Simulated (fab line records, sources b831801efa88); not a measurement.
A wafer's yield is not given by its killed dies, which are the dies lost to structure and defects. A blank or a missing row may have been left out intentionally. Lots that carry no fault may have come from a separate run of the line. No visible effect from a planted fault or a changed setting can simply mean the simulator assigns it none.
The tool behind it: which one? || flow gf180mcu || 12 lots with 36 wafers sampled at 5 steps, on a route of 602 steps

## WHAT THE GAUGES SHOWED, per wafer
GF_DNWELL_TW_MEAS_09. Usual: for DNWELL_TW the level is 1351 and the standard deviation is 15.
{"lot": "L262", "measured": "day 3 00:25", "on": "film metro-02", "DNWELL_TW": "1354 1364 1361", "flag": ""}
{"lot": "L264", "measured": "day 3 11:16", "on": "film metro-02", "DNWELL_TW": "1365 1364 1365", "flag": ""}
{"lot": "L265", "measured": "day 3 15:46", "on": "film metro-03", "DNWELL_TW": "1347 1349 1344", "flag": ""}
{"lot": "L266", "measured": "day 3 22:38", "on": "film metro-02", "DNWELL_TW": "1361 1365 1362", "flag": ""}
{"lot": "L269", "measured": "day 4 15:20", "on": "film metro-03", "DNWELL_TW": "1315 1322 1325", "flag": ""}
{"lot": "L270", "measured": "day 4 19:34", "on": "film metro-04", "DNWELL_TW": "1365 1361 1364", "flag": ""}
{"lot": "L271", "measured": "day 4 23:14", "on": "film metro-04", "DNWELL_TW": "1365 1365 1359", "flag": ""}
{"lot": "L277", "measured": "day 6 08:40", "on": "film metro-03", "DNWELL_TW": "1340 1337 1339", "flag": ""}
{"lot": "L278", "measured": "day 6 13:22", "on": "film metro-03", "DNWELL_TW": "1328 1332 1338", "flag": ""}
{"lot": "L279", "measured": "day 6 17:55", "on": "film metro-03", "DNWELL_TW": "1337 1343 1341", "flag": ""}
{"lot": "L282", "measured": "day 7 13:01", "on": "film metro-03", "DNWELL_TW": "1327 1334 1328", "flag": ""}
{"lot": "L283", "measured": "day 7 23:58", "on": "film metro-02", "DNWELL_TW": "1365 1370 1370", "flag": ""}

GF_VT_IMPLANT_RS_MEAS_48: the measuring method here is four-point-probe. Usual: for LVPWELL_RS the level is 1196.7 ohm/sq and the standard deviation is 3.
{"lot": "L262", "measured": "day 7 20:01", "on": "film metro-01", "LVPWELL_RS (ohm/sq)": "1193.0 1195.2 1193.4", "flag": ""}
{"lot": "L264", "measured": "day 8 09:38", "on": "film metro-01", "LVPWELL_RS (ohm/sq)": "1199.0 1200.5 1194.3", "flag": ""}
{"lot": "L265", "measured": "day 8 13:02", "on": "film metro-03", "LVPWELL_RS (ohm/sq)": "1193.9 1197.7 1198.9", "flag": ""}
{"lot": "L266", "measured": "day 9 00:02", "on": "film metro-04", "LVPWELL_RS (ohm/sq)": "1198.7 1197.2 1196.6", "flag": ""}
{"lot": "L269", "measured": "day 9 22:00", "on": "film metro-01", "LVPWELL_RS (ohm/sq)": "1178.9 1176.6 1179.7", "flag": "OFF"}
{"lot": "L270", "measured": "day 10 02:12", "on": "film metro-01", "LVPWELL_RS (ohm/sq)": "1184.4 1186.9 1177.6", "flag": "OFF"}
{"lot": "L271", "measured": "day 10 08:35", "on": "film metro-03", "LVPWELL_RS (ohm/sq)": "1196.4 1194.4 1198.7", "flag": ""}
{"lot": "L277", "measured": "day 12 02:42", "on": "film metro-01", "LVPWELL_RS (ohm/sq)": "1191.3 1193.6 1190.0", "flag": ""}
{"lot": "L278", "measured": "day 12 09:08", "on": "film metro-03", "LVPWELL_RS (ohm/sq)": "1200.3 1200.7 1197.8", "flag": ""}
{"lot": "L279", "measured": "day 12 13:52", "on": "film metro-03", "LVPWELL_RS (ohm/sq)": "1196.5 1195.4 1193.8", "flag": ""}
{"lot": "L282", "measured": "day 13 14:17", "on": "film metro-03", "LVPWELL_RS (ohm/sq)": "1198.6 1198.3 1200.0", "flag": ""}
{"lot": "L283", "measured": "day 14 06:03", "on": "film metro-03", "LVPWELL_RS (ohm/sq)": "1196.4 1199.1 1197.0", "flag": ""}

## WHAT TOOL EACH LOT RAN ON (gives the tool, then ch and the chambers of the sampled wafers, and finally the start)
{"lot": "L262", "GF_NWELL_STRIP_10": "plasma asher-01 ch 0,1, day 3 13:21", "GF_LVPWELL_IMPLANT_09": "implanter-03 ch 0, day 4 02:48", "GF_MVPSD_STRIP_10": "plasma asher-03 ch 0,1, day 5 07:08"}
{"lot": "L264", "GF_NWELL_STRIP_10": "plasma asher-04 ch 0,1, day 4 00:26", "GF_LVPWELL_IMPLANT_09": "implanter-02 ch 0, day 4 14:39", "GF_MVPSD_STRIP_10": "plasma asher-01 ch 0,1, day 5 19:29"}
{"lot": "L265", "GF_NWELL_STRIP_10": "plasma asher-04 ch 0,1, day 4 05:22", "GF_LVPWELL_IMPLANT_09": "implanter-04 ch 0, day 4 18:29", "GF_MVPSD_STRIP_10": "plasma asher-03 ch 0,1, day 5 23:07"}
{"lot": "L266", "GF_NWELL_STRIP_10": "plasma asher-04 ch 0,1, day 4 12:14", "GF_LVPWELL_IMPLANT_09": "implanter-04 ch 0, day 5 02:29", "GF_MVPSD_STRIP_10": "plasma asher-01 ch 0,1, day 6 07:41"}
{"lot": "L269", "GF_NWELL_STRIP_10": "plasma asher-04 ch 0,1, day 5 05:42", "GF_LVPWELL_IMPLANT_09": "implanter-04 ch 0, day 5 19:44", "GF_MVPSD_STRIP_10": "plasma asher-01 ch 0,1, day 7 03:02"}
{"lot": "L270", "GF_NWELL_STRIP_10": "plasma asher-02 ch 0,1, day 5 10:05", "GF_LVPWELL_IMPLANT_09": "implanter-04 ch 0, day 6 00:41", "GF_MVPSD_STRIP_10": "plasma asher-02 ch 0,1, day 7 07:04"}
{"lot": "L271", "GF_NWELL_STRIP_10": "plasma asher-04 ch 0,1, day 5 13:53", "GF_LVPWELL_IMPLANT_09": "implanter-03 ch 0, day 6 04:44", "GF_MVPSD_STRIP_10": "plasma asher-03 ch 0,1, day 7 12:20"}
{"lot": "L277", "GF_NWELL_STRIP_10": "plasma asher-01 ch 0, day 6 23:44", "GF_LVPWELL_IMPLANT_09": "implanter-03 ch 0, day 7 14:26", "GF_MVPSD_STRIP_10": "plasma asher-02 ch 1, day 9 00:14"}
{"lot": "L278", "GF_NWELL_STRIP_10": "plasma asher-04 ch 1, day 7 05:10", "GF_LVPWELL_IMPLANT_09": "implanter-03 ch 0, day 7 20:24", "GF_MVPSD_STRIP_10": "plasma asher-02 ch 0,1, day 9 06:50"}
{"lot": "L279", "GF_NWELL_STRIP_10": "plasma asher-01 ch 1, day 7 08:32", "GF_LVPWELL_IMPLANT_09": "implanter-02 ch 0, day 7 23:38", "GF_MVPSD_STRIP_10": "plasma asher-02 ch 0,1, day 9 10:09"}
{"lot": "L282", "GF_NWELL_STRIP_10": "plasma asher-02 ch 0,1, day 8 04:35", "GF_LVPWELL_IMPLANT_09": "implanter-03 ch 0, day 8 21:02", "GF_MVPSD_STRIP_10": "plasma asher-02 ch 0,1, day 10 09:39"}
{"lot": "L283", "GF_NWELL_STRIP_10": "plasma asher-01 ch 0,1, day 8 15:50", "GF_LVPWELL_IMPLANT_09": "implanter-02 ch 0, day 9 09:11", "GF_MVPSD_STRIP_10": "plasma asher-01 ch 0,1, day 10 22:54"}
- GF_NWELL_STRIP_10: strips in O2/N2.
- GF_LVPWELL_IMPLANT_09
- GF_MVPSD_STRIP_10: strips in O2/N2.

## WHAT THE TOOLS THEMSELVES READ (means of the sampled wafers that have a number; where no wafer has one, the mark that the record gives instead)
GF_NWELL_STRIP_10. Usual: drypump motor current A 5.8 A, standard deviation 0.45; heater power w 346 W, standard deviation 48; n2 flow sccm 300.1 sccm, standard deviation 0.96; oes product au 0.722 a.u., standard deviation 0.0046; strip time to endpoint s 36.99 s, standard deviation 0.13.
{"lot": "L262", "tool": "plasma asher-01", "drypump motor current A (A)": 5.7, "heater power w (W)": 367, "n2 flow sccm (sccm)": 299.9, "oes product au (a.u.)": 0.723, "strip time to endpoint s (s)": 36.91, "flag": ""}
{"lot": "L264", "tool": "plasma asher-04", "drypump motor current A (A)": 6.2, "heater power w (W)": 310, "n2 flow sccm (sccm)": 299.7, "oes product au (a.u.)": 0.725, "strip time to endpoint s (s)": 37.08, "flag": ""}
{"lot": "L265", "tool": "plasma asher-04", "drypump motor current A (A)": 6.2, "heater power w (W)": 317, "n2 flow sccm (sccm)": 300.9, "oes product au (a.u.)": 0.727, "strip time to endpoint s (s)": 37.15, "flag": ""}
{"lot": "L266", "tool": "plasma asher-04", "drypump motor current A (A)": 6.2, "heater power w (W)": 314, "n2 flow sccm (sccm)": 301.1, "oes product au (a.u.)": 0.718, "strip time to endpoint s (s)": 37.12, "flag": ""}
{"lot": "L269", "tool": "plasma asher-04", "drypump motor current A (A)": 5.8, "heater power w (W)": 331, "n2 flow sccm (sccm)": 299.0, "oes product au (a.u.)": 0.726, "strip time to endpoint s (s)": 36.90, "flag": ""}
{"lot": "L270", "tool": "plasma asher-02", "drypump motor current A (A)": 5.7, "heater power w (W)": 407, "n2 flow sccm (sccm)": 299.9, "oes product au (a.u.)": 0.725, "strip time to endpoint s (s)": 37.04, "flag": ""}
{"lot": "L271", "tool": "plasma asher-04", "drypump motor current A (A)": 5.8, "heater power w (W)": 332, "n2 flow sccm (sccm)": 300.1, "oes product au (a.u.)": 0.723, "strip time to endpoint s (s)": 36.93, "flag": ""}
{"lot": "L277", "tool": "plasma asher-01", "drypump motor current A (A)": 5.8, "heater power w (W)": 393, "n2 flow sccm (sccm)": 298.2, "oes product au (a.u.)": 0.719, "strip time to endpoint s (s)": 37.19, "flag": ""}
{"lot": "L278", "tool": "plasma asher-04", "drypump motor current A (A)": 5.5, "heater power w (W)": 349, "n2 flow sccm (sccm)": 301.4, "oes product au (a.u.)": 0.727, "strip time to endpoint s (s)": 36.79, "flag": ""}
{"lot": "L279", "tool": "plasma asher-01", "drypump motor current A (A)": 5.5, "heater power w (W)": 311, "n2 flow sccm (sccm)": 299.7, "oes product au (a.u.)": 0.719, "strip time to endpoint s (s)": 36.97, "flag": ""}
{"lot": "L282", "tool": "plasma asher-02", "drypump motor current A (A)": 5.6, "heater power w (W)": 392, "n2 flow sccm (sccm)": 299.7, "oes product au (a.u.)": 0.726, "strip time to endpoint s (s)": 37.08, "flag": ""}
{"lot": "L283", "tool": "plasma asher-01", "drypump motor current A (A)": 5.6, "heater power w (W)": 336, "n2 flow sccm (sccm)": 300.2, "oes product au (a.u.)": 0.730, "strip time to endpoint s (s)": 37.06, "flag": ""}

GF_LVPWELL_IMPLANT_09. Usual: dose ions cm2 5e+12, standard deviation 5.6e+09; faraday current uA 28.2, standard deviation 0.57.
{"lot": "L262", "tool": "implanter-03", "dose ions cm2": 5e+12, "faraday current uA": 28.0, "flag": ""}
{"lot": "L264", "tool": "implanter-02", "dose ions cm2": 5e+12, "faraday current uA": 28.4, "flag": ""}
{"lot": "L265", "tool": "implanter-04", "dose ions cm2": 5e+12, "faraday current uA": 28.3, "flag": ""}
{"lot": "L266", "tool": "implanter-04", "dose ions cm2": 5e+12, "faraday current uA": 27.8, "flag": ""}
{"lot": "L269", "tool": "implanter-04", "dose ions cm2": 5e+12, "faraday current uA": 30.2, "flag": "OFF"}
{"lot": "L270", "tool": "implanter-04", "dose ions cm2": 5e+12, "faraday current uA": 30.1, "flag": "OFF"}
{"lot": "L271", "tool": "implanter-03", "dose ions cm2": 5e+12, "faraday current uA": 28.3, "flag": ""}
{"lot": "L277", "tool": "implanter-03", "dose ions cm2": 5e+12, "faraday current uA": 28.0, "flag": ""}
{"lot": "L278", "tool": "implanter-03", "dose ions cm2": 5e+12, "faraday current uA": 27.8, "flag": ""}
{"lot": "L279", "tool": "implanter-02", "dose ions cm2": 5e+12, "faraday current uA": 28.7, "flag": ""}
{"lot": "L282", "tool": "implanter-03", "dose ions cm2": 5e+12, "faraday current uA": 28.3, "flag": ""}
{"lot": "L283", "tool": "implanter-02", "dose ions cm2": 5e+12, "faraday current uA": 27.9, "flag": ""}

GF_MVPSD_STRIP_10. Usual: drypump motor current A 5.42 A, standard deviation 0.27; heater power w 354 W, standard deviation 37; n2 flow sccm 300.0 sccm, standard deviation 0.88; oes product au 0.722 a.u., standard deviation 0.0049; strip time to endpoint s 36.97 s, standard deviation 0.1.
{"lot": "L262", "tool": "plasma asher-03", "drypump motor current A (A)": 5.18, "heater power w (W)": 336, "n2 flow sccm (sccm)": 300.5, "oes product au (a.u.)": 0.721, "strip time to endpoint s (s)": 36.90, "flag": ""}
{"lot": "L264", "tool": "plasma asher-01", "drypump motor current A (A)": 5.62, "heater power w (W)": 333, "n2 flow sccm (sccm)": 299.5, "oes product au (a.u.)": 0.725, "strip time to endpoint s (s)": 37.04, "flag": ""}
{"lot": "L265", "tool": "plasma asher-03", "drypump motor current A (A)": 5.13, "heater power w (W)": 344, "n2 flow sccm (sccm)": 300.3, "oes product au (a.u.)": 0.721, "strip time to endpoint s (s)": 36.86, "flag": ""}
{"lot": "L266", "tool": "plasma asher-01", "drypump motor current A (A)": 5.61, "heater power w (W)": 337, "n2 flow sccm (sccm)": 299.7, "oes product au (a.u.)": 0.723, "strip time to endpoint s (s)": 36.88, "flag": ""}
{"lot": "L269", "tool": "plasma asher-01", "drypump motor current A (A)": 5.73, "heater power w (W)": 372, "n2 flow sccm (sccm)": 299.7, "oes product au (a.u.)": 0.722, "strip time to endpoint s (s)": 36.88, "flag": ""}
{"lot": "L270", "tool": "plasma asher-02", "drypump motor current A (A)": 5.57, "heater power w (W)": 363, "n2 flow sccm (sccm)": 300.3, "oes product au (a.u.)": 0.721, "strip time to endpoint s (s)": 37.09, "flag": ""}
{"lot": "L271", "tool": "plasma asher-03", "drypump motor current A (A)": 5.17, "heater power w (W)": 337, "n2 flow sccm (sccm)": 300.3, "oes product au (a.u.)": 0.725, "strip time to endpoint s (s)": 37.00, "flag": ""}
{"lot": "L277", "tool": "plasma asher-02", "drypump motor current A (A)": 5.74, "heater power w (W)": 423, "n2 flow sccm (sccm)": 301.3, "oes product au (a.u.)": 0.725, "strip time to endpoint s (s)": 37.02, "flag": ""}
{"lot": "L278", "tool": "plasma asher-02", "drypump motor current A (A)": 5.57, "heater power w (W)": 360, "n2 flow sccm (sccm)": 300.5, "oes product au (a.u.)": 0.727, "strip time to endpoint s (s)": 37.18, "flag": ""}
{"lot": "L279", "tool": "plasma asher-02", "drypump motor current A (A)": 5.57, "heater power w (W)": 361, "n2 flow sccm (sccm)": 299.6, "oes product au (a.u.)": 0.723, "strip time to endpoint s (s)": 36.80, "flag": ""}
{"lot": "L282", "tool": "plasma asher-02", "drypump motor current A (A)": 5.67, "heater power w (W)": 394, "n2 flow sccm (sccm)": 300.2, "oes product au (a.u.)": 0.723, "strip time to endpoint s (s)": 37.04, "flag": ""}
{"lot": "L283", "tool": "plasma asher-01", "drypump motor current A (A)": 5.71, "heater power w (W)": 366, "n2 flow sccm (sccm)": 300.2, "oes product au (a.u.)": 0.722, "strip time to endpoint s (s)": 36.91, "flag": ""}

## THE ANSWER, worked out from the rows above alone
Rule: lot off if the mean of its wafers having a number is beyond 3 standard deviations from the usual mean. Also off: a lot with no number at a reading for which 4 or more lots have one. All remaining lots with rows at the step are treated as sound. First the gauges in route order, then the tools' own readings, where a lot's mean is used as printed above. At the first step where some lot is off, the reading lying furthest off is the one used; lots without a number count as furthest.
Off: L269, L270, seen at GF_VT_IMPLANT_RS_MEAS_48 (LVPWELL_RS).
If a tool, at a process step before that reading, ran all the lots that are off and no sound lot after the first of them, it fits. The gauges at GF_VT_IMPLANT_RS_MEAS_48 aren't tried: what is off there is off at GF_LVPWELL_IMPLANT_09 too, on other tools, and a gauge's error can't cause that. One fits: implanter-04 at GF_LVPWELL_IMPLANT_09. Its last sound lot is L266 (day 5 02:29), its first lot that is off L269 (day 5 19:44): a fault that began between those two fits.
On the lots that are off, the tool's own readings at GF_LVPWELL_IMPLANT_09 differ by more than 5 times the standard deviation of the sound lots' means, which bears it out; faraday current uA reads 30.1 there versus 28.1 on the sound lots.

## WHAT HAD BEEN PUT IN BY THE SIMULATOR
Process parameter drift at GF_LVPWELL_IMPLANT_09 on implanter-04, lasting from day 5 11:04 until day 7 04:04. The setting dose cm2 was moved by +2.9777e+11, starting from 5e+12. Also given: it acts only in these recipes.
Lots struck among those shown: L269, L270. The rule above reached the same finding.
